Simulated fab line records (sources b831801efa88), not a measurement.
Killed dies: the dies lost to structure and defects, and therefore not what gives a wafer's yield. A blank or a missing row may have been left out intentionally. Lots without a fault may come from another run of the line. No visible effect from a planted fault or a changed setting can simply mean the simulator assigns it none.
fab line records ; flow gf180mcu ; part 1 of 2: steps 1 to 32 of 43
record lots=5; wafers=15; lastDay=34
route steps=602 shown NSD@245 PSD@248 SAB@264 SALICIDE@278 CONTACT@287
lots that met no fault: from a run of the same line without faults
startH: hours from the record's opening day to when the first of the lot's shown wafers began ; waitH: hours from the lot's prior step to this one ; " the same as in the row above ; L1.1+2: a row that stands for several wafers ; - no value, or no start was given ; * or withheld: withheld ; < > ~ a bound
route shown NAME@n: NAME is a module with steps in the file, n the number in the route of the first one ; usual: mean/standard deviation of fault-free wafers ; same: alike in all rows ; chamber/n: place in a boat ; sites: per-site readings ; _std_site: the standard deviation of these ; _edge_site: mean of outer sites minus mean of inner sites ; radiusMm: for every site, how far away it sits from the centre of the wafer ; mask NAME#n: copy n ; behind: the last tool/chamber to shape the wafer ; hold: reason for holding the lot/hours on hold/outcome of the hold ; device: the n, p or np transistor that did not switch ; end of line: at the end of the route, the tests of the same wafers ; for a step that has no rows: nothing shown but its recipe ; killed: dies lost to structure and defects at the first sort, not the wafer's yield ; map: dies across one wafer; x = killed, . = not, _ = none there
set.NAME: the setting the step ran with; set.NAME@STEP: the setting that earlier step ran with ; model.NAME: the simulator's own value behind a step, which no gauge read
a table for each step, a row for each wafer; lots at some steps of the route
services: the hour from which a tool's chamber was out of use, counted from the record's first day as startH (under 0 if before that day), plus the number of hours and why
## steps
# step GF_NSD_IMPLANT_10
# recipe species=P; energyKev=40; doseCm2=5e+14; tiltDeg=7
lot.wafer;tool;chamber;startH;waitH
L080.1+3+4;implanter-03;0;348.55;0.1
L082.2+4+5;implanter-02;0;364.61;0.1
L087.1+5+6;implanter-02;0;409.55;0.1
L094.1+3+4;implanter-03;0;460.70;0.1
L096.1+2+5;implanter-01;0;476.33;0.1
# step GF_NSD_STRIP_11
# recipe chemistry=O2/N2; powerW=1400; pressureMtorr=1500; platenTempC=250; o2FlowSccm=3000; n2FlowSccm=300; overashFraction=0.5
# usual drypumpMotorCurrentA=5.5/0.39; heaterPowerW=326/38; n2FlowSccm=300.0/0.89; oesProductAu=0.487/0.0038; stripTimeToEndpointS=22.97/0.035
lot.wafer;tool;chamber;startH;waitH;drypumpMotorCurrentA;heaterPowerW;n2FlowSccm;oesProductAu;rfHoursCounterH;stripTimeToEndpointS
L080.1;plasmaAsher-01;0;348.70;0.1;5.0;277;299.3;0.494;72;22.92
L080.3;plasmaAsher-01;0;348.70;0.1;5.0;272;301.5;0.488;-;22.92
L080.4;plasmaAsher-01;1;348.70;0.1;6.1;306;298.8;0.492;-;22.93
L082.2;plasmaAsher-02;1;364.73;0.1;5.2;357;301.0;0.485;59;22.97
L082.4;plasmaAsher-02;0;364.73;0.1;5.5;369;298.8;0.495;-;22.96
L082.5;plasmaAsher-02;1;364.73;0.1;5.2;361;300.4;0.485;-;22.97
L087.1;plasmaAsher-01;1;409.70;0.1;6.1;303;300.2;0.484;78;22.95
L087.5;plasmaAsher-01;1;409.70;0.1;6.1;312;301.8;0.481;-;22.96
L087.6;plasmaAsher-01;0;409.70;0.1;5.0;272;300.9;0.481;-;22.99
L094.1;plasmaAsher-03;0;460.85;0.1;5.4;355;300.4;0.489;35;23.02
L094.3;plasmaAsher-03;1;460.85;0.1;5.7;311;298.9;0.486;-;23.06
L094.4;plasmaAsher-03;0;460.85;0.1;5.4;357;301.5;0.491;-;23.02
L096.1;plasmaAsher-01;1;476.48;0.1;6.1;314;299.4;0.488;85;23.00
L096.2;plasmaAsher-01;0;476.48;0.1;5.0;271;298.9;0.489;85;22.97
L096.5;plasmaAsher-01;1;476.48;0.1;6.1;299;297.9;0.480;-;23.00
# step GF_NSD_TW_MEAS_12
# usual NSD_TW=4234/42
lot.wafer;tool;chamber;startH;waitH;NSD_TW
L080.1;filmMetro-02;-;348.80;0.1;4264
L080.3;filmMetro-02;-;348.80;0.1;4255
L080.4;filmMetro-02;-;348.80;0.1;4246
L082.2;filmMetro-03;-;364.84;0.1;4284
L082.4;filmMetro-03;-;364.84;0.1;4269
L082.5;filmMetro-03;-;364.84;0.1;4265
L087.1;filmMetro-03;-;409.80;0.1;4272
L087.5;filmMetro-03;-;409.80;0.1;4250
L087.6;filmMetro-03;-;409.80;0.1;4284
L094.1;filmMetro-04;-;460.95;0.1;4212
L094.3;filmMetro-04;-;460.95;0.1;4218
L094.4;filmMetro-04;-;460.95;0.1;4223
L096.1;filmMetro-04;-;476.58;0.1;4164
L096.2;filmMetro-04;-;476.58;0.1;4156
L096.5;filmMetro-04;-;476.58;0.1;4166
# step GF_PSD_DEHYDRATE_00
# recipe tempC=200; timeS=60
lot.wafer;tool;chamber;startH;waitH
L080.1+3+4;lithoTrack-01;0;359.29;10.5
L082.2+4+5;lithoTrack-01;0;374.82;10.0
L087.1+5+6;lithoTrack-01;0;420.44;10.6
L094.1+3+4;lithoTrack-02;0;472.31;11.4
L096.1+2+5;lithoTrack-04;0;487.92;11.3
# step GF_PSD_HMDS_01
# recipe primeTimeS=60; primeTempC=120
lot.wafer;tool;chamber;startH;waitH
L080.1+3+4;lithoTrack-01;0;359.44;0.1
L082.2+4+5;lithoTrack-01;0;374.97;0.1
L087.1+5+6;lithoTrack-01;0;420.59;0.1
L094.1+3+4;lithoTrack-02;0;472.46;0.1
L096.1+2+5;lithoTrack-04;0;488.07;0.1
# step GF_PSD_COAT_02
# recipe resist=NOVOLAK; spinRpm=3000; resistThkNm=1000
lot.wafer;tool;chamber;startH;waitH
L080.1+3+4;lithoTrack-01;0;359.59;0.1
L082.2+4+5;lithoTrack-01;0;375.12;0.1
L087.1+5+6;lithoTrack-01;0;420.74;0.1
L094.1+3+4;lithoTrack-02;0;472.61;0.1
L096.1+2+5;lithoTrack-04;0;488.22;0.1
# step GF_PSD_SOFTBAKE_03
# recipe tempC=90; timeS=60; resist=NOVOLAK
lot.wafer;tool;chamber;startH;waitH
L080.1+3+4;lithoTrack-01;0;359.74;0.1
L082.2+4+5;lithoTrack-01;0;375.27;0.1
L087.1+5+6;lithoTrack-01;0;420.89;0.1
L094.1+3+4;lithoTrack-02;0;472.76;0.1
L096.1+2+5;lithoTrack-04;0;488.37;0.1
# step GF_PSD_EXPOSE_04
# recipe maskId=Pplus; targetCdNm=400; na=0.6; sourceShape=conventional; sigmaOuter=0.6; doseMj=140
lot.wafer;tool;chamber;startH;waitH;mask
L080.1+3+4;ilineStepper-01;0;-;-;Pplus#0
L082.2+4+5;ilineStepper-02;0;-;-;Pplus#0
L087.1+5+6;ilineStepper-01;0;-;-;Pplus#0
L094.1+3+4;ilineStepper-01;0;-;-;Pplus#0
L096.1+2+5;ilineStepper-02;0;-;-;Pplus#0
# step GF_PSD_PEB_05
# recipe tempC=withheld; timeS=*; resist=NOVOLAK
lot.wafer;tool;chamber;startH;waitH
L080.1+3+4;lithoTrack-02;0;-;-
L082.2+4+5;lithoTrack-04;0;-;-
L087.1+5+6;lithoTrack-02;0;-;-
L094.1+3+4;lithoTrack-04;0;-;-
L096.1+2+5;lithoTrack-04;0;-;-
# step GF_PSD_DEVELOP_06
# recipe developTimeS=60; devTempC=23
lot.wafer;tool;chamber;startH;waitH
L080.1+3+4;lithoTrack-02;0;370.86;0.1
L082.2+4+5;lithoTrack-04;0;386.65;0.1
L087.1+5+6;lithoTrack-02;0;432.71;0.1
L094.1+3+4;lithoTrack-04;0;484.77;0.1
L096.1+2+5;lithoTrack-04;0;500.02;0.1
# step GF_PSD_CD_MEAS_07
# recipe targetCdNm=400
# usual cdNm=399.7/2.1
lot.wafer;tool;chamber;startH;waitH;cdNm
L080.1;cdSem-02;-;371.05;0.2;398.2
L080.3;cdSem-02;-;371.05;0.2;398.2
L080.4;cdSem-02;-;371.05;0.2;398.4
L082.2;cdSem-02;-;386.79;0.1;399.7
L082.4;cdSem-02;-;386.79;0.1;400.6
L082.5;cdSem-02;-;386.79;0.1;398.4
L087.1;cdSem-01;-;432.86;0.1;403.8
L087.5;cdSem-01;-;432.86;0.1;402.9
L087.6;cdSem-01;-;432.86;0.1;404.8
L094.1;cdSem-02;-;484.92;0.1;399.8
L094.3;cdSem-02;-;484.92;0.1;399.1
L094.4;cdSem-02;-;484.92;0.1;399.2
L096.1;cdSem-02;-;500.17;0.1;400.0
L096.2;cdSem-02;-;500.17;0.1;398.6
L096.5;cdSem-02;-;500.17;0.1;398.5
# step GF_PSD_OVL_MEAS_08
# usual PSD_OVL=0.4/1.5
lot.wafer;tool;chamber;startH;waitH;PSD_OVL[nm]
L080.1;overlay-02;-;371.17;0.1;1.7
L080.3;overlay-02;-;371.17;0.1;2.1
L080.4;overlay-02;-;371.17;0.1;0.0
L082.2;overlay-01;-;386.90;0.1;2.1
L082.4;overlay-01;-;386.90;0.1;1.0
L082.5;overlay-01;-;386.90;0.1;1.3
L087.1;overlay-01;-;432.98;0.1;0.9
L087.5;overlay-01;-;432.98;0.1;0.6
L087.6;overlay-01;-;432.98;0.1;0.1
L094.1;overlay-01;-;485.04;0.1;-1.3
L094.3;overlay-01;-;485.04;0.1;-1.9
L094.4;overlay-01;-;485.04;0.1;-2.4
L096.1;overlay-01;-;500.29;0.1;2.5
L096.2;overlay-01;-;500.29;0.1;3.9
L096.5;overlay-01;-;500.29;0.1;2.6
# step GF_PSD_IMPLANT_09
# recipe species=BF2; energyKev=40; doseCm2=1.5e+15; tiltDeg=7
lot.wafer;tool;chamber;startH;waitH
L080.1+3+4;implanter-03;0;371.20;0.0
L082.2+4+5;implanter-04;0;386.95;0.0
L087.1+5+6;implanter-02;0;433.02;0.0
L094.1+3+4;implanter-03;0;485.08;0.0
L096.1+2+5;implanter-02;0;500.33;0.0
# step GF_PSD_STRIP_10
# recipe chemistry=O2/N2; powerW=1400; pressureMtorr=1500; platenTempC=250; o2FlowSccm=3000; n2FlowSccm=300; overashFraction=0.5
# usual drypumpMotorCurrentA=5.7/0.48; heaterPowerW=327/36; n2FlowSccm=299.9/0.97; oesProductAu=0.592/0.0049; stripTimeToEndpointS=16.54/0.033
lot.wafer;tool;chamber;startH;waitH;drypumpMotorCurrentA;heaterPowerW;n2FlowSccm;oesProductAu;rfHoursCounterH;stripTimeToEndpointS
L080.1;plasmaAsher-01;1;371.35;0.1;6.0;308;297.4;0.593;74;16.54
L080.3;plasmaAsher-01;1;371.35;0.1;6.1;309;298.5;0.600;-;16.53
L080.4;plasmaAsher-01;0;371.35;0.1;5.0;270;300.6;0.585;-;16.53
L082.2;plasmaAsher-03;1;387.08;0.1;5.7;303;300.7;0.587;26;16.55
L082.4;plasmaAsher-03;1;387.08;0.1;5.7;301;300.4;0.590;-;16.54
L082.5;plasmaAsher-03;0;387.08;0.1;5.5;360;299.4;0.585;-;16.56
L087.1;plasmaAsher-01;1;433.17;0.1;6.0;304;300.2;0.593;81;16.52
L087.5;plasmaAsher-01;0;433.17;0.1;5.0;274;299.9;0.597;-;16.47
L087.6;plasmaAsher-01;1;433.17;0.1;6.1;306;300.5;0.596;-;16.48
L094.1;plasmaAsher-04;1;485.23;0.1;5.5;331;302.7;0.597;6;16.52
L094.3;plasmaAsher-04;0;485.23;0.1;6.4;363;300.5;0.594;-;16.55
L094.4;plasmaAsher-04;1;485.23;0.1;5.5;339;300.8;0.593;-;16.55
L096.1;plasmaAsher-03;1;500.48;0.1;5.7;303;298.8;0.599;40;16.52
L096.2;plasmaAsher-03;0;500.48;0.1;5.4;363;300.7;0.583;40;16.49
L096.5;plasmaAsher-03;0;500.48;0.1;5.4;370;299.8;0.595;-;16.52
# step GF_PSD_TW_MEAS_11
# usual PSD_TW=3171/26
lot.wafer;tool;chamber;startH;waitH;PSD_TW
L080.1;filmMetro-03;-;371.45;0.1;3177
L080.3;filmMetro-03;-;371.45;0.1;3198
L080.4;filmMetro-03;-;371.45;0.1;3177
L082.2;filmMetro-03;-;387.19;0.1;3169
L082.4;filmMetro-03;-;387.19;0.1;3179
L082.5;filmMetro-03;-;387.19;0.1;3182
L087.1;filmMetro-02;-;433.27;0.1;3187
L087.5;filmMetro-02;-;433.27;0.1;3189
L087.6;filmMetro-02;-;433.27;0.1;3207
L094.1;filmMetro-03;-;485.33;0.1;3161
L094.3;filmMetro-03;-;485.33;0.1;3170
L094.4;filmMetro-03;-;485.33;0.1;3167
L096.1;filmMetro-02;-;500.58;0.1;3184
L096.2;filmMetro-02;-;500.58;0.1;3177
L096.5;filmMetro-02;-;500.58;0.1;3156
# step GF_PSD_CLEAN_12
# recipe chemistry=SC1/SC2; mix=1:4:20; tempC=70; timeS=150; dry=n2Spin
lot.wafer;tool;chamber;startH;waitH
L080.1+3+4;wetBench-01;1;371.51;0.1
L082.2+4+5;wetBench-04;3;387.24;0.0
L087.1+5+6;wetBench-03;2;433.33;0.1
L094.1+3+4;wetBench-01;2;485.39;0.1
L096.1+2+5;wetBench-03;2;500.64;0.1
# step GF_PSD_RTA_13
# recipe tempC=1025; timeS=20; ambient=N2
# usual lampPowerPct=32.2/2.4; wafer_temp_C_max=1030.9/2.4
lot.wafer;tool;chamber;startH;waitH;lampPowerPct;wafer_temp_C_max
L080.1;rtpAnneal-01;0;371.56;0.0;34.4;1031.0
L080.3;rtpAnneal-01;0;371.56;0.0;34.5;1033.6
L080.4;rtpAnneal-01;0;371.56;0.0;34.5;1031.1
L082.2;rtpAnneal-02;0;387.30;0.0;29.6;1028.9
L082.4;rtpAnneal-02;0;387.30;0.0;29.6;1029.1
L082.5;rtpAnneal-02;0;387.30;0.0;29.5;1028.2
L087.1;rtpAnneal-02;0;433.38;0.0;29.6;1027.6
L087.5;rtpAnneal-02;0;433.38;0.0;29.5;1028.9
L087.6;rtpAnneal-02;0;433.38;0.0;29.6;1029.7
L094.1;rtpAnneal-01;0;485.44;0.0;34.4;1031.3
L094.3;rtpAnneal-01;0;485.44;0.0;34.5;1034.8
L094.4;rtpAnneal-01;0;485.44;0.0;34.5;1033.2
L096.1;rtpAnneal-01;0;500.69;0.0;34.4;1034.6
L096.2;rtpAnneal-01;0;500.69;0.0;34.4;1033.3
L096.5;rtpAnneal-01;0;500.69;0.0;34.4;1031.2
# step GF_PSD_RS_MEAS_14
# recipe thkMeasGauge=four-point-probe
# usual NSD_RS=46.11/0.084
lot.wafer;tool;chamber;startH;waitH;NSD_RS[ohm/sq]
L080.1;filmMetro-02;-;371.65;0.1;46.26
L080.3;filmMetro-02;-;371.65;0.1;46.09
L080.4;filmMetro-02;-;371.65;0.1;46.27
L082.2;filmMetro-02;-;387.39;0.1;46.11
L082.4;filmMetro-02;-;387.39;0.1;46.15
L082.5;filmMetro-02;-;387.39;0.1;46.21
L087.1;filmMetro-03;-;433.46;0.1;45.99
L087.5;filmMetro-03;-;433.46;0.1;46.03
L087.6;filmMetro-03;-;433.46;0.1;46.16
L094.1;filmMetro-02;-;485.52;0.1;46.11
L094.3;filmMetro-02;-;485.52;0.1;46.20
L094.4;filmMetro-02;-;485.52;0.1;46.16
L096.1;filmMetro-03;-;500.77;0.1;46.10
L096.2;filmMetro-03;-;500.77;0.1;46.20
L096.5;filmMetro-03;-;500.77;0.1;46.03
# step GF_PSD_RS_MEAS_15
# recipe thkMeasGauge=four-point-probe
# usual PSD_RS=108.51/0.29
lot.wafer;tool;chamber;startH;waitH;PSD_RS[ohm/sq]
L080.1;filmMetro-02;-;371.77;0.1;108.93
L080.3;filmMetro-02;-;371.77;0.1;108.82
L080.4;filmMetro-02;-;371.77;0.1;108.80
L082.2;filmMetro-02;-;387.51;0.1;108.60
L082.4;filmMetro-02;-;387.51;0.1;108.19
L082.5;filmMetro-02;-;387.51;0.1;108.44
L087.1;filmMetro-03;-;433.58;0.1;108.61
L087.5;filmMetro-03;-;433.58;0.1;108.49
L087.6;filmMetro-03;-;433.58;0.1;108.79
L094.1;filmMetro-02;-;485.64;0.1;108.64
L094.3;filmMetro-02;-;485.64;0.1;108.23
L094.4;filmMetro-02;-;485.64;0.1;108.28
L096.1;filmMetro-03;-;500.89;0.1;108.48
L096.2;filmMetro-03;-;500.89;0.1;108.60
L096.5;filmMetro-03;-;500.89;0.1;108.43
# step GF_SAB_CVD_00
# recipe material=SiO2; targetThkNm=50; precursor=TEOS; tempC=400; timeS=4.9302; rfW=600
# usual heaterPowerW=629/85
lot.wafer;tool;chamber;startH;waitH;heaterPowerW
L080.1;pecvd-01;0;371.89;0.1;588
L080.3;pecvd-01;1;371.89;0.1;589
L080.4;pecvd-01;0;371.89;0.1;591
L082.2;pecvd-03;2;387.61;0.1;602
L082.4;pecvd-03;0;387.61;0.1;700
L082.5;pecvd-03;2;387.61;0.1;601
L087.1;pecvd-03;1;433.70;0.1;557
L087.5;pecvd-03;1;433.70;0.1;560
L087.6;pecvd-03;2;433.70;0.1;512
L094.1;pecvd-03;2;485.76;0.1;603
L094.3;pecvd-03;1;485.76;0.1;582
L094.4;pecvd-03;0;485.76;0.1;634
L096.1;pecvd-01;1;501.01;0.1;552
L096.2;pecvd-01;2;501.01;0.1;748
L096.5;pecvd-01;2;501.01;0.1;741
# step GF_SAB_THK_MEAS_01
# recipe reads=SiO2_of_SAB_CVD_00
# usual SAB_CVD_00_THK=49.8/0.66
lot.wafer;tool;chamber;startH;waitH;SAB_CVD_00_THK[nm]
L080.1;filmMetro-01;-;371.91;0.0;49.1
L080.3;filmMetro-01;-;371.91;0.0;49.6
L080.4;filmMetro-01;-;371.91;0.0;50.1
L082.2;filmMetro-01;-;387.64;0.0;49.5
L082.4;filmMetro-01;-;387.64;0.0;49.7
L082.5;filmMetro-01;-;387.64;0.0;50.5
L087.1;filmMetro-04;-;433.72;0.0;49.8
L087.5;filmMetro-04;-;433.72;0.0;50.8
L087.6;filmMetro-04;-;433.72;0.0;50.4
L094.1;filmMetro-01;-;485.78;0.0;49.6
L094.3;filmMetro-01;-;485.78;0.0;48.3
L094.4;filmMetro-01;-;485.78;0.0;49.6
L096.1;filmMetro-01;-;501.03;0.0;49.7
L096.2;filmMetro-01;-;501.03;0.0;49.8
L096.5;filmMetro-01;-;501.03;0.0;50.4
# step GF_SAB_DEHYDRATE_02
# recipe tempC=200; timeS=60
lot.wafer;tool;chamber;startH;waitH
L080.1+3+4;lithoTrack-03;0;382.53;10.6
L082.2+4+5;lithoTrack-03;0;398.85;11.2
L087.1+5+6;lithoTrack-03;0;445.28;11.5
L094.1+3+4;lithoTrack-04;0;496.67;10.9
L096.1+2+5;lithoTrack-04;0;512.07;11.0
# step GF_SAB_HMDS_03
# recipe primeTimeS=60; primeTempC=120
lot.wafer;tool;chamber;startH;waitH
L080.1+3+4;lithoTrack-03;0;382.68;0.1
L082.2+4+5;lithoTrack-03;0;399.00;0.1
L087.1+5+6;lithoTrack-03;0;445.43;0.1
L094.1+3+4;lithoTrack-04;0;496.82;0.1
L096.1+2+5;lithoTrack-04;0;512.22;0.1
# step GF_SAB_COAT_04
# recipe resist=NOVOLAK; spinRpm=3000; resistThkNm=1000
lot.wafer;tool;chamber;startH;waitH
L080.1+3+4;lithoTrack-03;0;382.83;0.1
L082.2+4+5;lithoTrack-03;0;399.15;0.1
L087.1+5+6;lithoTrack-03;0;445.58;0.1
L094.1+3+4;lithoTrack-04;0;496.97;0.1
L096.1+2+5;lithoTrack-04;0;512.37;0.1
# step GF_SAB_SOFTBAKE_05
# recipe tempC=90; timeS=60; resist=NOVOLAK
lot.wafer;tool;chamber;startH;waitH
L080.1+3+4;lithoTrack-03;0;382.98;0.1
L082.2+4+5;lithoTrack-03;0;399.30;0.1
L087.1+5+6;lithoTrack-03;0;445.73;0.1
L094.1+3+4;lithoTrack-04;0;497.12;0.1
L096.1+2+5;lithoTrack-04;0;512.52;0.1
# step GF_SAB_EXPOSE_06
# recipe maskId=SAB; targetCdNm=420; na=0.6; sourceShape=conventional; sigmaOuter=0.6; doseMj=140
lot.wafer;tool;chamber;startH;waitH;mask
L080.1+3+4;ilineStepper-02;0;-;-;SAB#0
L082.2+4+5;ilineStepper-01;0;-;-;SAB#0
L087.1+5+6;ilineStepper-02;0;-;-;SAB#0
L094.1+3+4;ilineStepper-01;0;-;-;SAB#0
L096.1+2+5;ilineStepper-02;0;-;-;SAB#0
# step GF_SAB_PEB_07
# recipe tempC=withheld; timeS=*; resist=NOVOLAK
lot.wafer;tool;chamber;startH;waitH
L080.1+3+4;lithoTrack-01;0;-;-
L082.2+4+5;lithoTrack-01;0;-;-
L087.1+5+6;lithoTrack-03;0;-;-
L094.1+3+4;lithoTrack-03;0;-;-
L096.1+2+5;lithoTrack-04;0;-;-
# step GF_SAB_DEVELOP_08
# recipe developTimeS=60; devTempC=23
lot.wafer;tool;chamber;startH;waitH
L080.1+3+4;lithoTrack-01;0;394.64;0.1
L082.2+4+5;lithoTrack-01;0;411.22;0.1
L087.1+5+6;lithoTrack-03;0;457.63;0.1
L094.1+3+4;lithoTrack-03;0;509.13;0.1
L096.1+2+5;lithoTrack-04;0;524.17;0.1
# step GF_SAB_CD_MEAS_09
# recipe targetCdNm=420
# usual cdNm=420.0/2.1
lot.wafer;tool;chamber;startH;waitH;cdNm
L080.1;cdSem-01;-;394.79;0.1;422.7
L080.3;cdSem-01;-;394.79;0.1;420.3
L080.4;cdSem-01;-;394.79;0.1;421.7
L082.2;cdSem-01;-;411.36;0.1;423.9
L082.4;cdSem-01;-;411.36;0.1;423.5
L082.5;cdSem-01;-;411.36;0.1;419.0
L087.1;cdSem-02;-;457.78;0.1;420.4
L087.5;cdSem-02;-;457.78;0.1;420.4
L087.6;cdSem-02;-;457.78;0.1;421.1
L094.1;cdSem-01;-;509.28;0.1;418.3
L094.3;cdSem-01;-;509.28;0.1;419.5
L094.4;cdSem-01;-;509.28;0.1;418.2
L096.1;cdSem-02;-;524.32;0.1;422.4
L096.2;cdSem-02;-;524.32;0.1;421.2
L096.5;cdSem-02;-;524.32;0.1;419.8
# step GF_SAB_OVL_MEAS_10
# usual SAB_OVL=0.3/1.3
lot.wafer;tool;chamber;startH;waitH;SAB_OVL[nm]
L080.1;overlay-01;-;394.91;0.1;0.5
L080.3;overlay-01;-;394.91;0.1;0.3
L080.4;overlay-01;-;394.91;0.1;2.1
L082.2;overlay-02;-;411.47;0.1;1.6
L082.4;overlay-02;-;411.47;0.1;-1.0
L082.5;overlay-02;-;411.47;0.1;1.1
L087.1;overlay-02;-;457.90;0.1;0.4
L087.5;overlay-02;-;457.90;0.1;0.0
L087.6;overlay-02;-;457.90;0.1;0.0
L094.1;overlay-02;-;509.40;0.1;-1.5
L094.3;overlay-02;-;509.40;0.1;0.8
L094.4;overlay-02;-;509.40;0.1;0.3
L096.1;overlay-02;-;524.44;0.1;2.0
L096.2;overlay-02;-;524.44;0.1;0.5
L096.5;overlay-02;-;524.44;0.1;-0.3
# step GF_SAB_ETCH_11
# recipe chemistry=C4F8/O2/Ar; maskMaterial=NOVOLAK; target=SiO2; targetDepthNm=55; sourceW=1500; biasW=1200; pressureMtorr=40; c4f8FlowSccm=withheld; O2_flow_sccm=6; Ar_flow_sccm=300; timeS=8.5
# usual biasW=1200/3.4; oesProductAu=1.005/0.011
lot.wafer;tool;chamber;startH;waitH;biasW;oesProductAu
L080.1;rieDiel-02;2;394.95;0.0;1206;1.009
L080.3;rieDiel-02;1;394.95;0.0;1205;0.994
L080.4;rieDiel-02;0;394.95;0.0;1200;0.993
L082.2;rieDiel-01;1;411.50;0.0;1202;1.001
L082.4;rieDiel-01;2;411.50;0.0;1199;0.985
L082.5;rieDiel-01;1;411.50;0.0;1202;1.014
L087.1;rieDiel-03;2;457.93;0.0;1199;1.023
L087.5;rieDiel-03;1;457.93;0.0;1199;1.009
L087.6;rieDiel-03;2;457.93;0.0;1201;1.020
L094.1;rieDiel-03;3;509.43;0.0;1197;0.990
L094.3;rieDiel-03;1;509.43;0.0;1204;1.011
L094.4;rieDiel-03;2;509.43;0.0;1198;1.021
L096.1;rieDiel-03;2;524.48;0.0;1202;1.017
L096.2;rieDiel-03;0;524.48;0.0;1199;0.999
L096.5;rieDiel-03;3;524.48;0.0;1198;0.999
# step GF_SAB_WET_ETCH_12
# recipe chemistry=dHF; targetDepthNm=22; dry=n2Spin; target=SiO2; tempC=25; dilution=100:1; timeS=440
lot.wafer;tool;chamber;startH;waitH
L080.1+3+4;wetBench-04;0;394.97;0.0
L082.2+4+5;wetBench-02;0;411.52;0.0
L087.1+5+6;wetBench-03;2;457.95;0.0
L094.1+3+4;wetBench-03;2;509.45;0.0
L096.1+2+5;wetBench-04;2;524.50;0.0
